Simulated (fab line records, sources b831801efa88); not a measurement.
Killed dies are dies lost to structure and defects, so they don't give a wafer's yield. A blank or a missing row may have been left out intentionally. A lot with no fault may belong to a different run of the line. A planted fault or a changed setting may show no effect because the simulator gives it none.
Chamber matching | flow gf180mcu | GF_V1_CMP_26 on cmp-02 has 4 sister chambers
The step polishes, stops on SiO2, t overpolish 15 s, target thk 0 nm. 4 wafers are shown with their chamber, then 7 later ones without.

== WAFERS PAIRED WITH THEIR CHAMBERS ==
wafer  | chamber | motor current A (A)
L561.1 | 0       | 10.7
L561.5 | 3       | 10.7
L562.2 | 1       | 13.2
L562.3 | 2       | 10.5

== WAFERS WITHOUT THEIR CHAMBER ==
wafer  | motor current A (A)
L562.5 | 10.7
L563.1 | 12.5
L563.5 | 11.7
L563.6 | 12.4
L570.1 | 10.7
L570.4 | 12.7
L570.6 | 10.1

== CHAMBER TAKEN BY EACH ==
wafer  | from the rows above               | in truth
L562.5 | can't be placed: 0 or 3 or 2      | 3
L563.1 | can't be placed: 1 or 0 or 3      | 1
L563.5 | can't be placed: 0 or 3 or 2 or 1 | 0
L563.6 | can't be placed: 1 or 0 or 3 or 2 | 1
L570.1 | can't be placed: 0 or 3 or 2      | 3
L570.4 | 1                                 | 1
L570.6 | can't be placed: 2 or 0 or 3      | 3
Placed correctly: 1 of 7. Unplaceable from these rows: 6, with the true chamber sitting among the candidates in 6. 0 placed wrongly.
How it was worked out, from the rows above alone: a wafer's distance from a chamber is the root of the sum, over the readings, of the square of ((its reading less the chamber's mean) divided by the reading's scatter). If the next closest chamber is less than 2 further off than the closest, the wafer can't be placed; otherwise it belongs to the closest. A chamber's mean is the mean of its shown wafers. The scatter: root of mean squared gap, hidden wafer to nearest shown wafer, with one shown wafer a chamber.
